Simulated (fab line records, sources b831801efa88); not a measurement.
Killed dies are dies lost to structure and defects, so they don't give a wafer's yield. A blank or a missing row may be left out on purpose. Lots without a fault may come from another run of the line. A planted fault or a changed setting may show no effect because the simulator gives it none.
Which tool did it? | flow gf180mcu | 15 lots, 45 wafers sampled, at 4 steps of a route of 602

WHAT THE GAUGES READ, wafer by wafer
GF_PSD_TW_MEAS_11. Usual: PSD_TW 3168, standard deviation 19.
lot  | measured     | on            | PSD_TW         | flag
L970 | day 14 07:34 | film_metro-03 | 3174 3166 3166 |
L971 | day 14 18:01 | film_metro-01 | 3200 3181 3193 |
L973 | day 15 13:33 | film_metro-03 | 3139 3136 3147 |
L975 | day 16 10:07 | film_metro-03 | 3143 3139 3148 |
L976 | day 16 15:49 | film_metro-01 | 3192 3189 3195 |
L977 | day 16 19:53 | film_metro-04 | 3186 3180 3172 |
L981 | day 18 06:40 | film_metro-01 | 30 30 30       | OFF
L982 | day 18 11:27 | film_metro-04 | 30 30 30       | OFF
L983 | day 18 20:37 | film_metro-03 | 30 30 30       | OFF
L986 | day 20 00:42 | film_metro-01 | 3184 3201 3199 |
L989 | day 21 03:45 | film_metro-03 | 3183 3172 3169 |
L990 | day 21 10:27 | film_metro-03 | 3166 3156 3179 |
L991 | day 21 17:12 | film_metro-03 | 3155 3177 3162 |
L992 | day 22 02:59 | film_metro-03 | 3148 3151 3143 |
L993 | day 22 11:48 | film_metro-04 | 3169 3160 3176 |

WHICH TOOL RAN EACH LOT (tool, then ch and the chambers of the sampled wafers, then the start)
lot  | GF_POLY_GATE_ETCH_13             | GF_NSD_STRIP_11                      | GF_PSD_STRIP_10
L970 | rie_si-01 ch 1,2,3, day 9 04:17  | plasma_asher-04 ch 0,1, day 13 10:53 | plasma_asher-02 ch 0,1, day 14 07:27
L971 | rie_si-02 ch 0,1,2, day 9 16:45  | plasma_asher-03 ch 0,1, day 13 20:35 | plasma_asher-02 ch 0,1, day 14 17:55
L973 | rie_si-01 ch 0,1, day 10 07:22   | plasma_asher-01 ch 0,1, day 14 16:05 | plasma_asher-03 ch 0,1, day 15 13:27
L975 | rie_si-02 ch 0,1, day 11 01:53   | plasma_asher-04 ch 0,1, day 15 11:35 | plasma_asher-03 ch 0,1, day 16 10:01
L976 | rie_si-02 ch 0,1, day 11 05:32   | plasma_asher-01 ch 0,1, day 15 17:19 | plasma_asher-01 ch 0,1, day 16 15:43
L977 | rie_si-02 ch 0,2,3, day 11 09:08 | plasma_asher-04 ch 0,1, day 15 21:44 | plasma_asher-03 ch 0,1, day 16 19:47
L981 | rie_si-01 ch 0,1,3, day 12 12:49 | plasma_asher-03 ch 0,1, day 17 07:02 | plasma_asher-03 ch 0,1, day 18 06:34
L982 | rie_si-01 ch 0,1, day 12 19:16   | plasma_asher-01 ch 0,1, day 17 12:02 | plasma_asher-01 ch 0,1, day 18 11:21
L983 | rie_si-01 ch 0,3, day 13 00:14   | plasma_asher-01 ch 0,1, day 17 20:31 | plasma_asher-03 ch 0,1, day 18 20:30
L986 | rie_si-01 ch 2,3, day 14 00:08   | plasma_asher-01 ch 0,1, day 18 23:40 | plasma_asher-03 ch 0,1, day 20 00:36
L989 | rie_si-01 ch 0,2, day 15 01:36   | plasma_asher-03 ch 0,1, day 20 03:45 | plasma_asher-03 ch 0,1, day 21 03:39
L990 | rie_si-01 ch 0,1, day 15 06:40   | plasma_asher-04 ch 0,1, day 20 10:40 | plasma_asher-03 ch 0,1, day 21 10:20
L991 | rie_si-01 ch 0,1, day 15 12:34   | plasma_asher-03 ch 0,1, day 20 17:03 | plasma_asher-03 ch 0, day 21 17:05
L992 | rie_si-01 ch 0,2, day 15 19:21   | plasma_asher-04 ch 0,1, day 21 02:33 | plasma_asher-03 ch 0,1, day 22 02:53
L993 | rie_si-01 ch 1,2, day 16 06:20   | plasma_asher-04 ch 0,1, day 21 11:55 | plasma_asher-01 ch 0,1, day 22 11:43
- GF_POLY_GATE_ETCH_13: etches poly-Si in HBr/Cl2, stops on SiO2, target depth 198.5 nm, time 69.6 s.
- GF_NSD_STRIP_11: strips in O2/N2.
- GF_PSD_STRIP_10: strips in O2/N2.

WHAT THE TOOLS THEMSELVES READ (means of the sampled wafers that have a number; where no wafer has one, the mark that the record gives instead)
GF_POLY_GATE_ETCH_13. Usual: drypump_motor_current_A 5.8 A, standard deviation 0.55; oes_product_au 0.991 a.u., standard deviation 0.008; rf_fwd_power_W 396.8 W, standard deviation 1.5; throttle_valve_pct 33.685 %, standard deviation 0.01.
lot  | tool      | drypump_motor_current_A (A) | oes_product_au (a.u.) | rf_fwd_power_W (W) | throttle_valve_pct (%) | flag
L970 | rie_si-01 | 5.7                         | 0.991                 | 396.0              | 33.692                 |
L971 | rie_si-02 | 5.8                         | 0.993                 | 398.0              | 33.676                 |
L973 | rie_si-01 | 5.6                         | 1.003                 | 397.8              | 33.688                 |
L975 | rie_si-02 | 6.2                         | 0.994                 | 395.7              | 33.688                 |
L976 | rie_si-02 | 6.1                         | 0.999                 | 395.7              | 33.686                 |
L977 | rie_si-02 | 5.7                         | 0.989                 | 398.4              | 33.685                 |
L981 | rie_si-01 | 5.8                         | 0.993                 | 397.7              | 33.676                 |
L982 | rie_si-01 | 5.3                         | 0.997                 | 397.5              | 33.685                 |
L983 | rie_si-01 | 6.4                         | 0.986                 | 396.5              | 33.686                 |
L986 | rie_si-01 | 6.3                         | 0.989                 | 397.4              | 33.695                 |
L989 | rie_si-01 | 5.8                         | 0.988                 | 396.9              | 33.684                 |
L990 | rie_si-01 | 5.7                         | 0.993                 | 397.0              | 33.684                 |
L991 | rie_si-01 | 5.3                         | 0.989                 | 396.6              | 33.678                 |
L992 | rie_si-01 | 5.9                         | 0.985                 | 396.4              | 33.679                 |
L993 | rie_si-01 | 5.4                         | 0.993                 | 396.3              | 33.680                 |

GF_NSD_STRIP_11. Usual: chamber_pressure_mTorr 1500.0 mTorr, standard deviation 1.4; drypump_motor_current_A 6.1 A, standard deviation 0.3; heater_power_w 345 W, standard deviation 56; n2_flow_sccm 300.0 sccm, standard deviation 0.89; oes_product_au 0.487 a.u., standard deviation 0.0043; strip_time_to_endpoint_s 22.93 s, standard deviation 0.034.
lot  | tool            | chamber_pressure_mTorr (mTorr) | drypump_motor_current_A (A) | heater_power_w (W) | n2_flow_sccm (sccm) | oes_product_au (a.u.) | strip_time_to_endpoint_s (s) | flag
L970 | plasma_asher-04 | 1499.5                         | 6.1                         | 428                | 300.6               | 0.486                 | 22.91                        |
L971 | plasma_asher-03 | 1499.9                         | 6.4                         | 306                | 299.8               | 0.487                 | 22.93                        |
L973 | plasma_asher-01 | 1500.7                         | 6.1                         | 318                | 300.0               | 0.488                 | 22.95                        |
L975 | plasma_asher-04 | 1499.2                         | 6.1                         | 431                | 299.3               | 0.486                 | 22.94                        |
L976 | plasma_asher-01 | 1499.4                         | 6.1                         | 315                | 299.2               | 0.486                 | 22.94                        |
L977 | plasma_asher-04 | 1500.1                         | 6.1                         | 430                | 300.2               | 0.491                 | 22.97                        |
L981 | plasma_asher-03 | -                              | -                           | -                  | -                   | -                     | -                            | OFF
L982 | plasma_asher-01 | -                              | -                           | -                  | -                   | -                     | -                            | OFF
L983 | plasma_asher-01 | -                              | -                           | -                  | -                   | -                     | -                            | OFF
L986 | plasma_asher-01 | 1499.5                         | 5.8                         | 316                | 300.2               | 0.482                 | 22.86                        |
L989 | plasma_asher-03 | 1500.1                         | 6.5                         | 305                | 300.6               | 0.488                 | 22.94                        |
L990 | plasma_asher-04 | 1500.3                         | 6.1                         | 428                | 299.4               | 0.486                 | 22.87                        |
L991 | plasma_asher-03 | 1500.9                         | 6.3                         | 303                | 300.4               | 0.484                 | 22.93                        |
L992 | plasma_asher-04 | 1500.5                         | 6.1                         | 429                | 300.6               | 0.488                 | 22.96                        |
L993 | plasma_asher-04 | 1501.6                         | 6.2                         | 392                | 300.3               | 0.488                 | 22.94                        |

GF_PSD_STRIP_10. Usual: chamber_pressure_mTorr 1500.0 mTorr, standard deviation 1.4; drypump_motor_current_A 6.1 A, standard deviation 0.41; heater_power_w 306 W, standard deviation 12; n2_flow_sccm 300.2 sccm, standard deviation 0.89; oes_product_au 0.592 a.u., standard deviation 0.0042; strip_time_to_endpoint_s 16.52 s, standard deviation 0.038.
lot  | tool            | chamber_pressure_mTorr (mTorr) | drypump_motor_current_A (A) | heater_power_w (W) | n2_flow_sccm (sccm) | oes_product_au (a.u.) | strip_time_to_endpoint_s (s) | flag
L970 | plasma_asher-02 | 1499.2                         | 5.6                         | 289                | 301.0               | 0.594                 | 16.55                        |
L971 | plasma_asher-02 | 1500.3                         | 5.4                         | 296                | 299.9               | 0.589                 | 16.49                        |
L973 | plasma_asher-03 | 1501.1                         | 6.3                         | 301                | 300.5               | 0.593                 | 16.47                        |
L975 | plasma_asher-03 | 1500.4                         | 6.4                         | 302                | 299.5               | 0.594                 | 16.55                        |
L976 | plasma_asher-01 | 1499.3                         | 6.1                         | 316                | 299.0               | 0.592                 | 16.54                        |
L977 | plasma_asher-03 | 1500.9                         | 6.3                         | 300                | 301.0               | 0.593                 | 16.57                        |
L981 | plasma_asher-03 | 1500.7                         | 6.4                         | 307                | 300.6               | 0.657                 | 31.43                        | OFF
L982 | plasma_asher-01 | 1500.6                         | 5.8                         | 317                | 299.6               | 0.656                 | 31.43                        | OFF
L983 | plasma_asher-03 | 1499.8                         | 6.3                         | 304                | 299.6               | 0.655                 | 31.45                        | OFF
L986 | plasma_asher-03 | 1500.3                         | 6.4                         | 306                | 299.6               | 0.590                 | 16.51                        |
L989 | plasma_asher-03 | 1500.3                         | 6.3                         | 306                | 299.6               | 0.587                 | 16.53                        |
L990 | plasma_asher-03 | 1498.7                         | 6.4                         | 308                | 299.8               | 0.593                 | 16.52                        |
L991 | plasma_asher-03 | 1499.8                         | 6.6                         | 307                | 300.7               | 0.588                 | 16.51                        |
L992 | plasma_asher-03 | 1501.0                         | 6.3                         | 307                | 298.7               | 0.590                 | 16.54                        |
L993 | plasma_asher-01 | 1499.1                         | 6.1                         | 321                | 299.6               | 0.591                 | 16.63                        |

THE ANSWER, worked out from the rows above alone
Rule: a lot is off if the mean of its wafers that have a number lies more than 3 standard deviations from the usual mean. A lot without any number at a reading at which 4 lots or more have one is off too. The other lots that the step has rows for count as sound. The gauges are gone through in route order, then the tools' own readings, and for those a lot's mean is taken as printed above. The first step at which some lot is off is used, and at that step the reading that is off furthest; a lot without a number counts as furthest.
Off: L981, L982, L983, at GF_PSD_TW_MEAS_11 (PSD_TW).
A tool fits if, at a process step before that reading, it ran every lot that is off, and no sound lot after the first of them. The gauges at GF_PSD_TW_MEAS_11 aren't tried: what is off there is off at GF_NSD_STRIP_11 too, on other tools, and a gauge's error can't cause that. None of those tried fits.

WHAT THE SIMULATOR HAD PUT IN
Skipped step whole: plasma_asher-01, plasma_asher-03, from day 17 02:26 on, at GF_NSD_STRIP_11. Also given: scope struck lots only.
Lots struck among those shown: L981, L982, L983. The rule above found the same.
